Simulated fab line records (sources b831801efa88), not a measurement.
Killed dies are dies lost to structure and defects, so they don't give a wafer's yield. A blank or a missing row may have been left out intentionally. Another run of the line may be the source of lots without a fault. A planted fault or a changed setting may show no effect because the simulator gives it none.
fab line records	flow sky130
record lots=24	wafers=72	lastDay=50
route steps=708 shown CONTACT@424 METAL1@449 VIA1@474 VIA2@521
lots that met no fault: taken from a fault-free run of the same line
startH: hours from the record's opening day to when the first of the lot's shown wafers began	waitH: hours since the lot's step before	" repeats the value in the row above	L1.1+2: one row covering several wafers at once	- no value present, or no start provided	* or withheld: withheld	< > ~ a bound
route shown NAME@n: a module of which the file shows steps, and the number in the route of the first	usual: average and standard deviation across the fault-free wafers	same: alike in all rows	chamber/n: place in a boat	sites: readings site by site	_std_site: their standard deviation	_edge_site: the outer-site mean with the inner-site mean subtracted	radiusMm: for every site, how far away it sits from the centre of the wafer	mask NAME#n: copy n	behind: the last tool/chamber to shape the wafer	hold: what put the lot on hold/how long, in hours/how the hold closed	device: the transistor (n, p or np) that didn't switch	end of line: tests run on the same wafers once the route is complete	for a step that has no rows: nothing shown but its recipe	killed: dies lost to structure and defects at the first sort, not the wafer's yield	map: shows each die of a wafer: x if killed, . if not, _ if none is there
set.NAME: setting as actually run; set.NAME@STEP: the setting as run at that earlier step	model.NAME: the simulator's own value behind a step, which no gauge read
the route's steps for a sample of lots (tables are steps, rows are wafers)
services: a tool's chamber out of use, with start hour (startH, from the record's first day; less than 0 if before it), hours out, and reason
## steps
# step SKY_CONTACT_ETCH_18
# recipe target=Si3N4	chemistry=CHF3/O2	stopOn=TiN	sourceW=600	biasW=200	pressureMtorr=40	chf3FlowSccm=50	O2_flow_sccm=5	timeS=39	targetDepthA=750
# usual drypumpMotorCurrentA=5.98/0.3	oesProductAu=0.853/0.007	rfFwdPowerW=592.1/2.8	throttleValvePct=8.792/0.0092
lot.wafer	tool	chamber	startH	waitH	drypumpMotorCurrentA	oesProductAu	rfFwdPowerW	rfHoursCounterH	throttleValvePct
L074.1	rieDiel-01	2	-	-	5.61	0.862	594.2	9	8.808
L074.3	"	1	"	"	6.11	0.843	588.0	8	8.793
L074.4	"	0	"	"	5.65	0.841	594.7	5	8.790
L075.1	rieDiel-01	2	-	-	5.61	0.852	593.4	10	8.795
L075.3	"	3	"	"	6.22	0.851	588.1	4	8.790
L075.4	"	1	"	"	6.14	0.848	591.5	8	8.787
L076.3	rieDiel-02	2	-	-	5.84	0.849	594.9	16	8.796
L076.4	"	0	"	"	5.69	0.862	590.8	7	8.803
L076.6	"	3	"	"	6.47	0.869	591.0	-	8.784
L077.1	rieDiel-03	2	-	-	6.36	0.846	584.3	15	8.781
L077.5	"	2	"	"	6.39	0.856	587.3	-	8.813
L077.6	"	1	"	"	6.20	0.860	588.4	-	8.795
L078.1	rieDiel-01	1	-	-	6.13	0.855	589.2	9	8.796
L078.4	"	3	"	"	6.23	0.856	590.6	5	8.779
L078.5	"	1	"	"	6.12	0.854	592.6	-	8.822
L079.1	rieDiel-03	2	-	-	6.38	0.849	588.6	15	8.783
L079.4	"	3	"	"	5.98	0.860	599.4	20	8.782
L079.5	"	0	"	"	5.88	0.854	594.8	-	8.770
L080.4	rieDiel-01	0	-	-	5.65	0.854	591.5	6	8.799
L080.5	"	3	"	"	6.23	0.862	591.3	-	8.810
L080.6	"	0	"	"	5.65	0.861	592.7	-	8.801
L081.1	rieDiel-03	1	-	-	6.17	0.846	592.9	11	8.779
L081.2	"	2	"	"	6.34	0.849	591.1	15	8.804
L081.3	"	3	"	"	6.01	0.855	592.5	20	8.788
L082.1	rieDiel-02	0	-	-	5.74	0.848	592.1	8	8.785
L082.3	"	1	"	"	5.81	0.845	591.7	1	8.798
L082.6	"	3	"	"	6.48	0.859	590.7	-	8.803
L083.1	rieDiel-02	1	-	-	5.85	0.868	595.3	2	8.796
L083.2	"	3	"	"	6.50	0.854	591.9	7	8.802
L083.6	"	2	"	"	5.81	0.864	593.7	-	8.780
L084.1	rieDiel-03	0	-	-	5.85	0.852	592.7	30	8.778
L084.3	"	3	"	"	6.01	0.852	594.7	21	8.787
L084.4	"	2	"	"	6.38	0.850	589.1	16	8.795
L085.4	rieDiel-02	2	-	-	5.80	0.864	592.2	18	8.795
L085.5	"	0	"	"	5.65	0.851	593.9	-	8.805
L085.6	"	3	"	"	6.49	0.861	592.0	-	8.789
L086.1	rieDiel-01	2	-	-	5.59	0.846	591.6	13	8.789
L086.3	"	3	"	"	6.22	0.851	591.4	7	8.785
L086.6	"	3	"	"	6.22	0.863	591.1	-	8.798
L087.1	rieDiel-02	0	-	-	5.69	0.840	592.3	9	8.802
L087.2	"	2	"	"	5.82	0.840	596.2	18	8.782
L087.6	"	1	"	"	5.77	0.856	593.3	-	8.795
L088.2	rieDiel-03	2	-	-	6.38	0.858	590.6	17	8.792
L088.3	"	0	"	"	5.84	0.851	594.2	31	8.794
L088.5	"	1	"	"	6.17	0.860	591.2	-	8.791
L089.1	rieDiel-01	0	-	-	5.65	0.849	595.3	8	8.788
L089.2	"	3	"	"	6.23	0.837	590.1	7	8.792
L089.6	"	2	"	"	5.58	0.851	592.5	-	8.785
L090.1	rieDiel-02	0	-	-	5.69	0.845	589.5	10	8.799
L090.3	"	1	"	"	5.86	0.843	592.9	4	8.797
L090.6	"	2	"	"	5.81	0.845	596.2	-	8.790
L091.3	rieDiel-01	0	-	-	5.64	0.844	598.8	10	8.794
L091.4	"	2	"	"	5.54	0.848	594.5	-	8.790
L091.5	"	0	"	"	5.65	0.861	598.5	-	8.782
L092.2	rieDiel-01	0	-	-	5.65	0.858	595.6	10	8.792
L092.3	"	3	"	"	6.25	0.848	593.0	9	8.799
L092.5	"	3	"	"	6.25	0.860	592.7	-	8.777
L093.1	rieDiel-03	2	-	-	6.36	0.856	590.1	19	8.783
L093.2	"	3	"	"	6.00	0.855	593.3	23	8.807
L093.3	"	1	"	"	6.18	0.854	586.1	15	8.801
L095.1	rieDiel-03	2	-	-	6.36	0.848	588.5	20	8.787
L095.2	"	1	"	"	6.16	0.836	587.7	15	8.790
L095.4	"	0	"	"	5.83	0.845	597.1	1	8.796
L094.2	rieDiel-03	1	-	-	6.22	0.857	589.4	15	8.793
L094.4	"	0	"	"	5.83	0.855	593.2	1	8.793
L094.6	"	3	"	"	6.00	0.852	595.3	-	8.778
L096.1	rieDiel-03	0	-	-	5.83	0.854	594.1	1	8.790
L096.4	"	2	"	"	6.38	0.850	588.8	20	8.791
L096.5	"	3	"	"	6.02	0.850	592.7	-	8.788
L097.1	rieDiel-01	0	-	-	5.66	0.833	596.4	11	8.781
L097.4	"	3	"	"	6.24	0.860	591.3	-	8.797
L097.6	"	0	"	"	5.65	0.855	593.8	-	8.800
# step SKY_METAL1_CD_MEAS_15
# recipe targetCdNm=140
# usual cdNm=140.2/1.6
lot.wafer	tool	chamber	startH	waitH	cdNm
L074.1	cdSem-01	-	758.15	-	139.2
L074.3	"	-	"	"	139.8
L074.4	"	-	"	"	138.6
L075.1	cdSem-01	-	761.23	-	137.2
L075.3	"	-	"	"	138.6
L075.4	"	-	"	"	136.7
L076.3	cdSem-02	-	781.34	-	139.6
L076.4	"	-	"	"	140.3
L076.6	"	-	"	"	139.1
L077.1	cdSem-02	-	783.89	-	140.3
L077.5	"	-	"	"	139.8
L077.6	"	-	"	"	140.1
L078.1	cdSem-01	-	799.75	-	141.8
L078.4	"	-	"	"	141.7
L078.5	"	-	"	"	142.6
L079.1	cdSem-02	-	812.49	-	140.3
L079.4	"	-	"	"	140.0
L079.5	"	-	"	"	140.2
L080.4	cdSem-02	-	812.98	-	141.9
L080.5	"	-	"	"	140.3
L080.6	"	-	"	"	142.0
L081.1	cdSem-02	-	814.75	-	142.0
L081.2	"	-	"	"	141.3
L081.3	"	-	"	"	141.8
L082.1	cdSem-01	-	819.85	-	138.7
L082.3	"	-	"	"	138.3
L082.6	"	-	"	"	138.6
L083.1	cdSem-02	-	832.65	-	140.6
L083.2	"	-	"	"	141.1
L083.6	"	-	"	"	139.8
L084.1	cdSem-02	-	835.05	-	139.3
L084.3	"	-	"	"	140.0
L084.4	"	-	"	"	140.6
L085.4	cdSem-01	-	843.81	-	139.1
L085.5	"	-	"	"	140.5
L085.6	"	-	"	"	141.0
L086.1	cdSem-01	-	854.55	-	142.9
L086.3	"	-	"	"	142.3
L086.6	"	-	"	"	140.6
L087.1	cdSem-02	-	862.09	-	141.3
L087.2	"	-	"	"	144.1
L087.6	"	-	"	"	144.2
L088.2	cdSem-01	-	865.02	-	141.0
L088.3	"	-	"	"	139.1
L088.5	"	-	"	"	139.7
L089.1	cdSem-01	-	874.59	-	140.4
L089.2	"	-	"	"	138.5
L089.6	"	-	"	"	137.8
L090.1	cdSem-01	-	885.10	-	139.6
L090.3	"	-	"	"	141.1
L090.6	"	-	"	"	140.8
L091.3	cdSem-02	-	895.38	-	138.4
L091.4	"	-	"	"	137.3
L091.5	"	-	"	"	137.8
L092.2	cdSem-02	-	914.37	-	138.0
L092.3	"	-	"	"	140.3
L092.5	"	-	"	"	138.6
L093.1	cdSem-02	-	915.59	-	138.3
L093.2	"	-	"	"	138.6
L093.3	"	-	"	"	137.4
L095.1	cdSem-01	-	916.85	-	140.5
L095.2	"	-	"	"	140.5
L095.4	"	-	"	"	139.1
L094.2	cdSem-01	-	918.66	-	141.1
L094.4	"	-	"	"	141.7
L094.6	"	-	"	"	140.2
L096.1	cdSem-02	-	923.65	-	141.6
L096.4	"	-	"	"	141.0
L096.5	"	-	"	"	140.8
L097.1	cdSem-01	-	933.15	-	141.9
L097.4	"	-	"	"	141.3
L097.6	"	-	"	"	144.0
# step SKY_VIA1_STRIP_16
# recipe chemistry=O2/N2	powerW=1400	pressureMtorr=1500	platenTempC=withheld	o2FlowSccm=3000	n2FlowSccm=300	overashFraction=0.5
# usual drypumpMotorCurrentA=5.7/0.4	oesProductAu=0.417/0.0043	stripTimeToEndpointS=4.474/0.025
lot.wafer	tool	chamber	startH	waitH	drypumpMotorCurrentA	oesProductAu	rfHoursCounterH	stripTimeToEndpointS
L074.1	plasmaAsher-04	0	786.10	0.0	6.0	0.419	4	4.423
L074.3	"	1	"	"	5.6	0.409	-	4.440
L074.4	"	0	"	"	5.9	0.419	-	4.457
L075.1	plasmaAsher-03	0	789.83	0.0	5.9	0.415	41	4.454
L075.3	"	0	"	"	5.9	0.419	-	4.508
L075.4	"	1	"	"	6.2	0.416	-	4.478
L076.3	plasmaAsher-04	1	809.46	0.1	5.6	0.413	-	4.403
L076.4	"	0	"	"	5.9	0.419	-	4.389
L076.6	"	0	"	"	5.9	0.420	-	4.453
L077.1	plasmaAsher-02	0	812.15	0.0	5.5	0.426	66	4.526
L077.5	"	1	"	"	4.9	0.414	-	4.477
L077.6	"	0	"	"	5.5	0.413	-	4.504
L078.1	plasmaAsher-02	0	825.95	0.0	5.5	0.414	68	4.492
L078.4	"	1	"	"	4.9	0.417	-	4.500
L078.5	"	1	"	"	4.8	0.413	-	4.492
L079.1	plasmaAsher-03	0	840.65	0.0	5.9	0.415	42	4.487
L079.4	"	0	"	"	5.9	0.417	-	4.507
L079.5	"	1	"	"	6.2	0.410	-	4.479
L080.4	plasmaAsher-04	0	841.03	0.0	5.9	0.413	-	4.442
L080.5	"	1	"	"	5.6	0.420	-	4.474
L080.6	"	0	"	"	5.9	0.419	-	4.481
L081.1	plasmaAsher-04	1	843.00	0.0	5.6	0.418	11	4.425
L081.2	"	0	"	"	6.0	0.412	11	4.429
L081.3	"	0	"	"	5.9	0.415	-	4.462
L082.1	plasmaAsher-04	1	848.18	0.0	5.5	0.423	12	4.498
L082.3	"	1	"	"	5.6	0.422	-	4.435
L082.6	"	1	"	"	5.6	0.418	-	4.508
L083.1	plasmaAsher-03	0	861.45	0.0	5.9	0.409	44	4.479
L083.2	"	1	"	"	6.2	0.419	44	4.432
L083.6	"	1	"	"	6.2	0.419	-	4.491
L084.1	plasmaAsher-03	1	862.53	0.0	6.2	0.426	44	4.456
L084.3	"	0	"	"	5.9	0.418	-	4.461
L084.4	"	1	"	"	6.2	0.413	-	4.446
L085.4	plasmaAsher-03	0	871.86	0.0	5.9	0.414	-	4.515
L085.5	"	0	"	"	5.9	0.415	-	4.510
L085.6	"	1	"	"	6.2	0.419	-	4.502
L086.1	plasmaAsher-02	1	881.90	0.0	4.9	0.406	74	4.458
L086.3	"	0	"	"	5.5	0.420	-	4.445
L086.6	"	0	"	"	5.5	0.413	-	4.461
L087.1	plasmaAsher-03	0	889.45	0.0	5.9	0.414	47	4.469
L087.2	"	1	"	"	6.2	0.411	47	4.475
L087.6	"	0	"	"	5.9	0.414	-	4.467
L088.2	plasmaAsher-02	1	892.50	0.0	4.9	0.417	76	4.494
L088.3	"	1	"	"	4.9	0.412	-	4.484
L088.5	"	1	"	"	4.9	0.422	-	4.479
L089.1	plasmaAsher-03	0	902.53	0.0	5.9	0.419	49	4.449
L089.2	"	1	"	"	6.2	0.422	49	4.488
L089.6	"	1	"	"	6.2	0.419	-	4.480
L090.1	plasmaAsher-04	0	911.93	0.0	6.0	0.413	15	4.484
L090.3	"	1	"	"	5.6	0.415	-	4.478
L090.6	"	0	"	"	6.0	0.423	-	4.513
L091.3	plasmaAsher-03	0	922.26	0.1	5.9	0.416	-	4.499
L091.4	"	1	"	"	6.2	0.415	-	4.509
L091.5	"	0	"	"	5.9	0.424	-	4.504
L092.2	plasmaAsher-04	0	940.83	0.0	5.9	0.421	18	4.446
L092.3	"	0	"	"	5.9	0.409	-	4.460
L092.5	"	1	"	"	5.6	0.418	-	4.440
L093.1	plasmaAsher-04	0	941.60	0.0	6.0	0.411	18	4.468
L093.2	"	1	"	"	5.6	0.421	18	4.456
L093.3	"	0	"	"	5.9	0.418	-	4.487
L095.1	plasmaAsher-02	1	943.18	0.0	4.9	0.424	80	4.467
L095.2	"	0	"	"	5.5	0.416	80	4.487
L095.4	"	1	"	"	4.9	0.420	-	4.466
L094.2	plasmaAsher-03	1	944.55	0.0	6.2	0.416	53	4.490
L094.4	"	1	"	"	6.2	0.416	-	4.474
L094.6	"	1	"	"	6.2	0.417	-	4.486
L096.1	plasmaAsher-04	1	949.70	0.0	5.6	0.413	19	4.442
L096.4	"	1	"	"	5.6	0.422	-	4.461
L096.5	"	1	"	"	5.6	0.423	-	4.473
L097.1	plasmaAsher-02	0	959.03	0.0	5.5	0.417	82	4.496
L097.4	"	0	"	"	5.4	0.422	-	4.513
L097.6	"	1	"	"	4.9	0.426	-	4.528
# step SKY_VIA2_ETCH_14
# recipe chemistry=N2/H2	target=BARC	ionEnergyEv=200	sourceW=500	biasW=100	pressureMtorr=30	n2FlowSccm=100	h2FlowSccm=200	stopOn=SiO2	timeS=45.9	targetDepthA=600
# usual drypumpMotorCurrentA=5.9/0.32	h2FlowSccm=200.0/0.56	oesProductAu=0.854/0.005	rfFwdPowerW=494.2/2.1	throttleValvePct=13.225/0.0091
lot.wafer	tool	chamber	startH	waitH	drypumpMotorCurrentA	h2FlowSccm	oesProductAu	rfFwdPowerW	rfHoursCounterH	throttleValvePct
L074.1	rieDiel-03	0	842.39	0.0	5.9	198.5	0.858	497.6	31	13.220
L074.3	"	2	"	"	6.4	199.2	0.858	490.7	17	13.216
L074.4	"	1	"	"	6.2	199.6	0.856	490.3	13	13.231
L075.1	rieDiel-02	1	845.26	0.0	5.8	200.2	0.855	496.7	3	13.233
L075.3	"	0	"	"	5.7	199.9	0.850	495.5	10	13.217
L075.4	"	2	"	"	5.8	200.5	0.860	496.8	19	13.213
L076.3	rieDiel-03	1	864.26	0.0	6.2	199.7	0.846	491.0	-	13.218
L076.4	"	2	"	"	6.4	200.5	0.861	492.1	-	13.230
L076.6	"	1	"	"	6.2	200.9	0.858	492.9	-	13.231
L077.1	rieDiel-04	2	867.24	0.0	5.9	200.1	0.850	496.2	8	13.249
L077.5	"	0	"	"	5.5	199.3	0.857	498.8	-	13.198
L077.6	"	1	"	"	5.9	199.5	0.845	492.0	-	13.235
L078.1	rieDiel-03	0	881.99	0.0	5.8	199.7	0.859	494.3	1	13.218
L078.4	"	1	"	"	6.2	199.7	0.852	491.1	15	13.221
L078.5	"	1	"	"	6.2	200.2	0.844	492.2	-	13.238
L079.1	rieDiel-03	0	896.14	0.0	5.9	200.4	0.856	493.0	1	13.219
L079.4	"	2	"	"	6.4	200.3	0.855	492.3	20	13.238
L079.5	"	0	"	"	5.9	200.5	0.854	492.0	-	13.218
L080.4	rieDiel-02	0	896.71	0.0	5.7	199.2	0.855	493.4	12	13.225
L080.5	"	3	"	"	6.5	199.9	0.860	492.1	-	13.223
L080.6	"	0	"	"	5.7	199.4	0.845	494.5	-	13.218
L081.1	rieDiel-04	2	898.99	0.0	5.9	200.2	0.859	497.0	9	13.222
L081.2	"	0	"	"	5.5	199.7	0.857	498.9	2	13.216
L081.3	"	3	"	"	5.3	200.9	0.862	494.1	11	13.229
L082.1	rieDiel-04	1	903.31	0.0	5.9	200.3	0.863	493.3	14	13.212
L082.3	"	3	"	"	5.4	200.3	0.852	493.5	11	13.226
L082.6	"	3	"	"	5.4	199.7	0.861	492.7	-	13.237
L083.1	rieDiel-04	0	915.24	0.0	5.5	199.6	0.847	499.5	2	13.237
L083.2	"	2	"	"	5.9	199.9	0.858	494.6	10	13.234
L083.6	"	0	"	"	5.5	200.5	0.856	498.5	-	13.240
L084.1	rieDiel-02	1	916.39	0.0	5.8	199.8	0.854	495.3	5	13.222
L084.3	"	2	"	"	5.8	199.9	0.855	494.9	21	13.212
L084.4	"	0	"	"	5.7	199.2	0.860	492.2	12	13.220
L085.4	rieDiel-02	2	925.16	0.0	5.8	199.9	0.850	494.6	21	13.235
L085.5	"	3	"	"	6.5	200.8	0.850	493.0	-	13.232
L085.6	"	2	"	"	5.8	200.1	0.859	495.5	-	13.217
L086.1	rieDiel-03	1	934.94	0.0	6.2	199.4	0.856	490.6	17	13.238
L086.3	"	2	"	"	6.4	200.4	0.861	491.1	21	13.227
L086.6	"	0	"	"	5.8	200.9	0.855	494.9	-	13.216
L087.1	rieDiel-03	0	942.19	0.0	5.8	200.2	0.848	492.4	3	13.239
L087.2	"	3	"	"	6.0	200.8	0.860	494.7	24	13.228
L087.6	"	2	"	"	6.4	200.4	0.845	495.0	-	13.221
L088.2	rieDiel-02	3	945.69	0.0	6.5	199.6	0.855	495.6	11	13.209
L088.3	"	2	"	"	5.8	199.7	0.855	493.1	22	13.222
L088.5	"	3	"	"	6.5	200.0	0.858	493.7	-	13.223
L089.1	rieDiel-02	1	955.14	0.0	5.8	200.0	0.845	492.9	7	13.229
L089.2	"	3	"	"	6.5	200.1	0.852	497.1	11	13.215
L089.6	"	0	"	"	5.7	200.4	0.863	495.1	-	13.222
L090.1	rieDiel-04	2	963.64	0.0	5.9	199.9	0.856	495.2	11	13.226
L090.3	"	0	"	"	5.5	199.4	0.851	494.9	3	13.249
L090.6	"	2	"	"	5.9	199.9	0.851	492.3	-	13.228
L091.3	rieDiel-03	2	973.89	0.0	6.4	199.8	0.856	495.3	22	13.238
L091.4	"	1	"	"	6.2	200.0	0.853	491.9	18	13.232
L091.5	"	2	"	"	6.4	200.4	0.854	495.0	-	13.226
L092.2	rieDiel-04	3	990.74	0.0	5.4	200.8	0.858	493.4	14	13.217
L092.3	"	2	"	"	5.9	200.1	0.855	496.4	11	13.211
L092.5	"	2	"	"	5.9	199.4	0.861	495.6	-	13.222
L093.1	rieDiel-02	1	992.24	0.0	5.8	199.5	0.856	493.7	7	13.232
L093.2	"	3	"	"	6.5	199.6	0.858	495.2	12	13.206
L093.3	"	2	"	"	5.8	200.6	0.864	495.2	23	13.215
L095.1	rieDiel-04	2	993.51	0.0	5.9	199.5	0.848	495.7	12	13.213
L095.2	"	3	"	"	5.4	200.2	0.864	493.9	14	13.219
L095.4	"	0	"	"	5.5	199.9	0.850	498.0	4	13.227
L094.2	rieDiel-02	1	996.14	0.0	5.8	199.7	0.853	494.8	8	13.244
L094.4	"	2	"	"	5.9	200.4	0.849	493.2	23	13.230
L094.6	"	1	"	"	5.8	199.3	0.848	494.0	-	13.219
L096.1	rieDiel-04	2	1000.64	0.0	5.9	200.1	0.848	496.0	12	13.217
L096.4	"	3	"	"	5.3	201.3	0.850	496.7	14	13.227
L096.5	"	2	"	"	5.9	199.7	0.859	495.7	-	13.233
L097.1	rieDiel-04	1	1008.24	0.0	5.9	199.5	0.851	491.7	17	13.226
L097.4	"	2	"	"	5.9	199.5	0.863	494.8	12	13.224
L097.6	"	1	"	"	5.9	199.0	0.856	492.3	-	13.223
# step SKY_VIA2_CVD_21
# recipe material=W	targetThkNm=420	timeS=126.4	tempC=400	pressureTorr=40
# usual heaterPowerW=882/130
lot.wafer	tool	chamber	startH	waitH	heaterPowerW
L074.1	cvdW-02	1	843.15	0.0	726
L074.3	"	0	"	"	966
L074.4	"	1	"	"	737
L075.1	cvdW-02	0	846.45	0.0	1003
L075.3	"	1	"	"	727
L075.4	"	0	"	"	1013
L076.3	cvdW-02	1	865.61	0.1	735
L076.4	"	0	"	"	1025
L076.6	"	0	"	"	995
L077.1	cvdW-02	1	868.00	0.0	730
L077.5	"	0	"	"	976
L077.6	"	1	"	"	734
L078.1	cvdW-01	1	882.76	0.0	1083
L078.4	"	1	"	"	1104
L078.5	"	0	"	"	819
L079.1	cvdW-02	1	896.90	0.0	751
L079.4	"	1	"	"	747
L079.5	"	1	"	"	749
L080.4	cvdW-01	1	897.51	0.1	1093
L080.5	"	1	"	"	1120
L080.6	"	0	"	"	838
L081.1	cvdW-01	1	899.75	0.0	1126
L081.2	"	0	"	"	837
L081.3	"	1	"	"	1115
L082.1	cvdW-02	1	904.07	0.0	730
L082.3	"	0	"	"	999
L082.6	"	1	"	"	748
L083.1	cvdW-02	1	916.01	0.0	763
L083.2	"	0	"	"	1000
L083.6	"	0	"	"	1009
L084.1	cvdW-02	0	917.15	0.0	1005
L084.3	"	0	"	"	1017
L084.4	"	1	"	"	739
L085.4	cvdW-02	0	925.96	0.1	1022
L085.5	"	1	"	"	728
L085.6	"	0	"	"	1005
L086.1	cvdW-02	0	935.74	0.0	995
L086.3	"	0	"	"	995
L086.6	"	0	"	"	1021
L087.1	cvdW-02	0	942.96	0.0	1003
L087.2	"	1	"	"	749
L087.6	"	0	"	"	1006
L088.2	cvdW-01	1	946.54	0.0	958
L088.3	"	1	"	"	975
L088.5	"	1	"	"	956
L089.1	cvdW-01	0	955.91	0.0	777
L089.2	"	1	"	"	954
L089.6	"	1	"	"	954
L090.1	cvdW-02	0	964.40	0.0	993
L090.3	"	0	"	"	1025
L090.6	"	1	"	"	732
L091.3	cvdW-01	0	974.69	0.1	778
L091.4	"	1	"	"	962
L091.5	"	0	"	"	780
L092.2	cvdW-01	1	991.51	0.0	948
L092.3	"	0	"	"	796
L092.5	"	0	"	"	762
L093.1	cvdW-01	1	993.00	0.0	948
L093.2	"	0	"	"	746
L093.3	"	1	"	"	929
L095.1	cvdW-01	0	994.31	0.0	763
L095.2	"	1	"	"	944
L095.4	"	0	"	"	774
L094.2	cvdW-02	1	996.98	0.0	746
L094.4	"	1	"	"	731
L094.6	"	0	"	"	1011
L096.1	cvdW-01	0	1001.41	0.0	756
L096.4	"	1	"	"	952
L096.5	"	1	"	"	946
L097.1	cvdW-01	0	1009.01	0.0	778
L097.4	"	1	"	"	959
L097.6	"	1	"	"	956
# step SKY_VIA2_RS_MEAS_22
# recipe thkMeasGauge=four-point-probe	reads=W_of_VIA2_CVD_21+TiN_of_VIA2_SPUTTER_20
# usual VIA2_W_RS=0.2742/0.0028
lot.wafer	tool	chamber	startH	waitH	VIA2_W_RS[ohm/sq]
L074.1	filmMetro-02	-	843.28	0.1	0.2731
L074.3	"	-	"	"	0.2718
L074.4	"	-	"	"	0.2726
L075.1	filmMetro-04	-	846.58	0.1	0.2715
L075.3	"	-	"	"	0.2783
L075.4	"	-	"	"	0.2712
L076.3	filmMetro-04	-	865.73	0.1	0.2739
L076.4	"	-	"	"	0.2710
L076.6	"	-	"	"	0.2703
L077.1	filmMetro-04	-	868.13	0.1	0.2781
L077.5	"	-	"	"	0.2733
L077.6	"	-	"	"	0.2784
L078.1	filmMetro-04	-	882.89	0.1	0.2759
L078.4	"	-	"	"	0.2740
L078.5	"	-	"	"	0.2733
L079.1	filmMetro-02	-	897.03	0.1	0.2740
L079.4	"	-	"	"	0.2761
L079.5	"	-	"	"	0.2729
L080.4	filmMetro-03	-	897.66	0.1	0.2749
L080.5	"	-	"	"	0.2709
L080.6	"	-	"	"	0.2726
L081.1	filmMetro-02	-	899.88	0.1	0.2715
L081.2	"	-	"	"	0.2713
L081.3	"	-	"	"	0.2716
L082.1	filmMetro-02	-	904.20	0.1	0.2735
L082.3	"	-	"	"	0.2730
L082.6	"	-	"	"	0.2775
L083.1	filmMetro-03	-	916.14	0.1	0.2758
L083.2	"	-	"	"	0.2723
L083.6	"	-	"	"	0.2731
L084.1	filmMetro-04	-	917.28	0.1	0.2759
L084.3	"	-	"	"	0.2736
L084.4	"	-	"	"	0.2746
L085.4	filmMetro-04	-	926.11	0.1	0.2723
L085.5	"	-	"	"	0.2765
L085.6	"	-	"	"	0.2719
L086.1	filmMetro-04	-	935.87	0.1	0.2764
L086.3	"	-	"	"	0.2781
L086.6	"	-	"	"	0.2761
L087.1	filmMetro-03	-	943.09	0.1	0.2703
L087.2	"	-	"	"	0.2750
L087.6	"	-	"	"	0.2705
L088.2	filmMetro-02	-	946.69	0.1	0.2730
L088.3	"	-	"	"	0.2749
L088.5	"	-	"	"	0.2723
L089.1	filmMetro-03	-	956.04	0.1	0.2777
L089.2	"	-	"	"	0.2718
L089.6	"	-	"	"	0.2722
L090.1	filmMetro-03	-	964.53	0.1	0.2742
L090.3	"	-	"	"	0.2734
L090.6	"	-	"	"	0.2768
L091.3	filmMetro-03	-	974.82	0.1	0.2752
L091.4	"	-	"	"	0.2772
L091.5	"	-	"	"	0.2778
L092.2	filmMetro-03	-	991.66	0.1	0.2722
L092.3	"	-	"	"	0.2718
L092.5	"	-	"	"	0.2754
L093.1	filmMetro-04	-	993.13	0.1	0.2753
L093.2	"	-	"	"	0.2755
L093.3	"	-	"	"	0.2719
L095.1	filmMetro-03	-	994.44	0.1	0.2755
L095.2	"	-	"	"	0.2762
L095.4	"	-	"	"	0.2781
L094.2	filmMetro-03	-	997.13	0.1	0.2781
L094.4	"	-	"	"	0.2753
L094.6	"	-	"	"	0.2738
L096.1	filmMetro-03	-	1001.54	0.1	0.2719
L096.4	"	-	"	"	0.2669
L096.5	"	-	"	"	0.2690
L097.1	filmMetro-02	-	1009.14	0.1	0.2766
L097.4	"	-	"	"	0.2748
L097.6	"	-	"	"	0.2760
## services
tool	chamber	startH	hours	kind
rieDiel-04	-	711.57	0.4	repair
plasmaAsher-04	-	733.20	3.1	repair
plasmaAsher-04	-	736.28	9.0	pm
rieDiel-03	3	738.98	6.7	repair
plasmaAsher-04	-	756.41	2.4	repair
rieDiel-02	2	769.90	23.0	repair
rieDiel-03	-	770.05	0.3	repair
rieDiel-02	3	774.18	4.3	repair
cvdW-02	-	809.38	6.9	pm
rieDiel-02	3	825.79	18.5	repair
cvdW-01	-	832.67	1.4	repair
rieDiel-03	-	842.53	0.2	repair
rieDiel-03	3	859.75	11.6	repair
rieDiel-02	1	860.61	5.5	repair
rieDiel-02	-	897.36	2.8	pm
rieDiel-03	0	903.62	5.7	repair
cvdW-01	-	904.00	14.0	pm
cvdW-02	-	918.00	2.8	pm
rieDiel-03	3	925.51	4.9	repair
rieDiel-03	2	925.74	4.4	repair
rieDiel-03	3	948.16	7.0	repair
rieDiel-03	-	952.17	8.2	repair
cvdW-02	-	955.73	0.9	repair
cvdW-02	0	984.34	4.6	repair
## key
fault none
